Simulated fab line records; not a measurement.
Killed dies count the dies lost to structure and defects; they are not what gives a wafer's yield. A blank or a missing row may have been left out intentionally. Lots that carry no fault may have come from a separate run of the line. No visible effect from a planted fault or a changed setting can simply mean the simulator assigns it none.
Matching of chambers -- flow sky130 -- SKY_FIELD_ISO_CMP_27 on cmp-01 has 4 sister chambers
The step polishes, stops on Si3N4, t overpolish 16 s, target thk 457.8 nm. 8 wafers are shown with their chamber, then 7 later ones without.

WAFERS PAIRED WITH THEIR CHAMBERS
wafer,chamber,motor_current_A (A),time_to_endpoint_s (s)
L219.4,0,11.4,111
L220.1,1,11.4,110
L220.4,3,12.5,111
L222.4,0,11.6,105
L222.5,2,11.7,112
L222.6,3,13.0,106
L223.3,1,12.1,107
L223.4,2,11.4,112

WAFERS WITH NO CHAMBER GIVEN
wafer,motor_current_A (A),time_to_endpoint_s (s)
L223.5,11.5,106
L224.2,11.7,112
L224.3,12.0,116
L224.4,11.3,115
L225.3,11.8,111
L225.5,12.0,109
L225.6,11.7,112

THE CHAMBER EACH PASSED THROUGH
wafer,from the rows above,in truth
L223.5,can't be placed: 0 or 1 or 2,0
L224.2,can't be placed: 2 or 1 or 0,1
L224.3,can't be placed: 2 or 1 or 0 or 3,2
L224.4,can't be placed: 2 or 0 or 1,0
L225.3,can't be placed: 2 or 1 or 0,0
L225.5,can't be placed: 1 or 0 or 2 or 3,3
L225.6,can't be placed: 2 or 1 or 0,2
Correctly placed: 0 of 7. From these rows, 7 cannot be placed; in 7 the true chamber is one of the candidates. Placed wrongly: 0.
How it was worked out, from the rows above alone: a wafer's distance from a chamber is the root of the sum, over the readings, of the square of ((its reading less the chamber's mean) divided by the reading's scatter). If the next closest chamber is less than 2 further off than the closest, the wafer can't be placed; otherwise it belongs to the closest. For every chamber, the mean is computed from those of its wafers that are shown. How the scatter is found: for the shown wafers, subtract from each reading the mean of its chamber, square and add these, divide the total by (wafers less chambers), then take the root.
